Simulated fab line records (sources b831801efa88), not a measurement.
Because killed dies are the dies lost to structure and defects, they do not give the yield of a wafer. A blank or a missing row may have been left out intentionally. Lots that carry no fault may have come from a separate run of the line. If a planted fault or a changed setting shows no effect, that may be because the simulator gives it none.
Which of the tools did it? / flow gf180mcu / Sampling: 13 lots, 39 wafers, 4 of 602 route steps

## WHAT THE GAUGES SHOWED, per wafer
GF_V5_CD_MEAS_14: target cd 260 nm.
lot=L293; measured=day 27 05:18; on=cd-sem-02; cd-nm (nm)=258.9 258.8 259.8
lot=L294; measured=day 27 14:02; on=cd-sem-01; cd-nm (nm)=259.9 260.4 260.1
lot=L295; measured=day 27 16:11; on=cd-sem-01; cd-nm (nm)=258.1 259.6 259.5
lot=L296; measured=day 28 02:21; on=cd-sem-02; cd-nm (nm)=258.3 258.7 260.0
lot=L297; measured=day 28 14:10; on=cd-sem-01; cd-nm (nm)=259.2 258.8 260.2
lot=L298; measured=day 28 21:41; on=cd-sem-02; cd-nm (nm)=262.8 262.3 261.0
lot=L299; measured=day 29 05:37; on=cd-sem-02; cd-nm (nm)=259.1 259.4 259.4
lot=L300; measured=day 29 14:07; on=cd-sem-02; cd-nm (nm)=258.7 258.4 258.5
lot=L301; measured=day 29 21:35; on=cd-sem-01; cd-nm (nm)=261.4 258.8 260.8
lot=L302; measured=day 29 23:39; on=cd-sem-01; cd-nm (nm)=261.1 261.0 261.1
lot=L306; measured=day 30 23:35; on=cd-sem-01; cd-nm (nm)=259.1 259.4 258.4
lot=L307; measured=day 31 09:26; on=cd-sem-02; cd-nm (nm)=261.0 261.1 261.7
lot=L308; measured=day 31 13:10; on=cd-sem-01; cd-nm (nm)=260.3 258.9 259.8

GF_V5_THK_MEAS_25: measures by xrf.
lot=L293; measured=day 27 06:35; on=film-metro-04; V5_W_THK (nm)=351 349 350
lot=L294; measured=day 27 15:13; on=film-metro-04; V5_W_THK (nm)=357 363 362
lot=L295; measured=day 27 17:23; on=film-metro-04; V5_W_THK (nm)=355 351 350
lot=L296; measured=day 28 03:58; on=film-metro-04; V5_W_THK (nm)=352 353 345
lot=L297; measured=day 28 15:21; on=film-metro-02; V5_W_THK (nm)=351 350 353
lot=L298; measured=day 28 22:54; on=film-metro-04; V5_W_THK (nm)=352 356 352
lot=L299; measured=day 29 06:46; on=film-metro-02; V5_W_THK (nm)=341 340 344
lot=L300; measured=day 29 15:17; on=film-metro-01; V5_W_THK (nm)=354 362 354
lot=L301; measured=day 29 22:44; on=film-metro-02; V5_W_THK (nm)=345 343 349
lot=L302; measured=day 30 00:52; on=film-metro-04; V5_W_THK (nm)=348 352 349
lot=L306; measured=day 31 00:43; on=film-metro-01; V5_W_THK (nm)=348 356 355
lot=L307; measured=day 31 10:39; on=film-metro-02; V5_W_THK (nm)=346 345 345
lot=L308; measured=day 31 14:21; on=film-metro-01; V5_W_THK (nm)=354 352 352

## EACH LOT AND THE TOOL THAT RAN IT (in order: tool; ch and the chambers of the sampled wafers; start)
lot=L293; GF_MIM_STRIP_20=plasma-asher-04 ch 0,1, day 25 10:50; GF_V5_SPUTTER_22=pvd-sputter-04, day 27 06:12
lot=L294; GF_MIM_STRIP_20=plasma-asher-03 ch 0, day 25 19:46; GF_V5_SPUTTER_22=pvd-sputter-02, day 27 14:56
lot=L295; GF_MIM_STRIP_20=plasma-asher-01 ch 0,1, day 25 22:11; GF_V5_SPUTTER_22=pvd-sputter-02, day 27 17:07
lot=L296; GF_MIM_STRIP_20=plasma-asher-01 ch 0,1, day 26 08:36; GF_V5_SPUTTER_22=pvd-sputter-01, day 28 03:40
lot=L297; GF_MIM_STRIP_20=plasma-asher-03 ch 0,1, day 26 21:46; GF_V5_SPUTTER_22=pvd-sputter-04, day 28 15:04
lot=L298; GF_MIM_STRIP_20=plasma-asher-03 ch 0,1, day 27 04:38; GF_V5_SPUTTER_22=pvd-sputter-02, day 28 22:38
lot=L299; GF_MIM_STRIP_20=plasma-asher-03 ch 0,1, day 27 13:03; GF_V5_SPUTTER_22=pvd-sputter-01, day 29 06:28
lot=L300; GF_MIM_STRIP_20=plasma-asher-04 ch 0,1, day 27 21:37; GF_V5_SPUTTER_22=pvd-sputter-04, day 29 15:00
lot=L301; GF_MIM_STRIP_20=plasma-asher-04 ch 0,1, day 28 05:13; GF_V5_SPUTTER_22=pvd-sputter-02, day 29 22:26
lot=L302; GF_MIM_STRIP_20=plasma-asher-04 ch 0,1, day 28 07:07; GF_V5_SPUTTER_22=pvd-sputter-02, day 30 00:35
lot=L306; GF_MIM_STRIP_20=plasma-asher-01 ch 0,1, day 29 08:24; GF_V5_SPUTTER_22=pvd-sputter-04, day 31 00:25
lot=L307; GF_MIM_STRIP_20=plasma-asher-01 ch 0,1, day 29 19:49; GF_V5_SPUTTER_22=pvd-sputter-01, day 31 10:23
lot=L308; GF_MIM_STRIP_20=plasma-asher-01 ch 0,1, day 30 00:16; GF_V5_SPUTTER_22=pvd-sputter-02, day 31 14:04
- GF_MIM_STRIP_20: strips in O2/N2.
- GF_V5_SPUTTER_22: material TiN, target thk 10 nm, time 40 s.

## WHAT THE TOOLS THEMSELVES READ (means of the sampled wafers that have a number; where no wafer has one, the mark that the record gives instead)
GF_MIM_STRIP_20.
lot=L293; tool=plasma-asher-04; drypump-motor-current-A (A)=5.4; heater-power-w (W)=312; o2-flow-sccm (sccm)=3001; oes-product-au (a.u.)=0.691; strip-time-to-endpoint-s (s)=11.20
lot=L294; tool=plasma-asher-03; drypump-motor-current-A (A)=5.9; heater-power-w (W)=297; o2-flow-sccm (sccm)=3008; oes-product-au (a.u.)=0.684; strip-time-to-endpoint-s (s)=11.14
lot=L295; tool=plasma-asher-01; drypump-motor-current-A (A)=6.1; heater-power-w (W)=300; o2-flow-sccm (sccm)=2990; oes-product-au (a.u.)=0.692; strip-time-to-endpoint-s (s)=11.18
lot=L296; tool=plasma-asher-01; drypump-motor-current-A (A)=6.2; heater-power-w (W)=299; o2-flow-sccm (sccm)=2988; oes-product-au (a.u.)=0.696; strip-time-to-endpoint-s (s)=11.26
lot=L297; tool=plasma-asher-03; drypump-motor-current-A (A)=5.6; heater-power-w (W)=305; o2-flow-sccm (sccm)=3000; oes-product-au (a.u.)=0.691; strip-time-to-endpoint-s (s)=11.26
lot=L298; tool=plasma-asher-03; drypump-motor-current-A (A)=5.8; heater-power-w (W)=305; o2-flow-sccm (sccm)=2994; oes-product-au (a.u.)=0.694; strip-time-to-endpoint-s (s)=11.20
lot=L299; tool=plasma-asher-03; drypump-motor-current-A (A)=5.8; heater-power-w (W)=299; o2-flow-sccm (sccm)=3004; oes-product-au (a.u.)=0.685; strip-time-to-endpoint-s (s)=11.21
lot=L300; tool=plasma-asher-04; drypump-motor-current-A (A)=5.4; heater-power-w (W)=306; o2-flow-sccm (sccm)=2994; oes-product-au (a.u.)=0.696; strip-time-to-endpoint-s (s)=11.25
lot=L301; tool=plasma-asher-04; drypump-motor-current-A (A)=5.2; heater-power-w (W)=312; o2-flow-sccm (sccm)=3012; oes-product-au (a.u.)=0.689; strip-time-to-endpoint-s (s)=11.21
lot=L302; tool=plasma-asher-04; drypump-motor-current-A (A)=5.4; heater-power-w (W)=305; o2-flow-sccm (sccm)=3000; oes-product-au (a.u.)=0.694; strip-time-to-endpoint-s (s)=11.22
lot=L306; tool=plasma-asher-01; drypump-motor-current-A (A)=6.1; heater-power-w (W)=298; o2-flow-sccm (sccm)=3008; oes-product-au (a.u.)=0.689; strip-time-to-endpoint-s (s)=11.19
lot=L307; tool=plasma-asher-01; drypump-motor-current-A (A)=6.1; heater-power-w (W)=301; o2-flow-sccm (sccm)=2999; oes-product-au (a.u.)=0.689; strip-time-to-endpoint-s (s)=11.25
lot=L308; tool=plasma-asher-01; drypump-motor-current-A (A)=6.1; heater-power-w (W)=298; o2-flow-sccm (sccm)=2996; oes-product-au (a.u.)=0.692; strip-time-to-endpoint-s (s)=11.18

GF_V5_SPUTTER_22.
lot=L293; tool=pvd-sputter-04; throttle-valve-pct (%)=30.5
lot=L294; tool=pvd-sputter-02; throttle-valve-pct (%)=30.7
lot=L295; tool=pvd-sputter-02; throttle-valve-pct (%)=29.0
lot=L296; tool=pvd-sputter-01; throttle-valve-pct (%)=30.5
lot=L297; tool=pvd-sputter-04; throttle-valve-pct (%)=31.0
lot=L298; tool=pvd-sputter-02; throttle-valve-pct (%)=29.9
lot=L299; tool=pvd-sputter-01; throttle-valve-pct (%)=29.2
lot=L300; tool=pvd-sputter-04; throttle-valve-pct (%)=30.8
lot=L301; tool=pvd-sputter-02; throttle-valve-pct (%)=29.1
lot=L302; tool=pvd-sputter-02; throttle-valve-pct (%)=30.0
lot=L306; tool=pvd-sputter-04; throttle-valve-pct (%)=30.3
lot=L307; tool=pvd-sputter-01; throttle-valve-pct (%)=31.0
lot=L308; tool=pvd-sputter-02; throttle-valve-pct (%)=28.9

## THE ANSWER, worked out from the rows above alone
Rule: the lots themselves supply what counts as usual. Put in order of their means at a reading, lots are off if they are a third of the lots or fewer, leave a main group of 4 or more, and stand apart from it by a gap of 3 or more times the standard deviation of the main group's means; of several such gaps the widest counts. If all means in a main group match to the digits the tables above print for the reading, that group is not used. A lot without any number at a reading at which 4 lots or more have one is off too. Where the step has rows for the other lots, those lots are counted as sound. First the gauges in route order, then the tools' own readings, where a lot's mean is used as printed above. At the first step where some lot is off, the reading lying furthest off is the one used; lots without a number count as furthest.
Nothing can be told from this: no lot is off at any reading shown.

## WHAT WAS PUT IN BY THE SIMULATOR
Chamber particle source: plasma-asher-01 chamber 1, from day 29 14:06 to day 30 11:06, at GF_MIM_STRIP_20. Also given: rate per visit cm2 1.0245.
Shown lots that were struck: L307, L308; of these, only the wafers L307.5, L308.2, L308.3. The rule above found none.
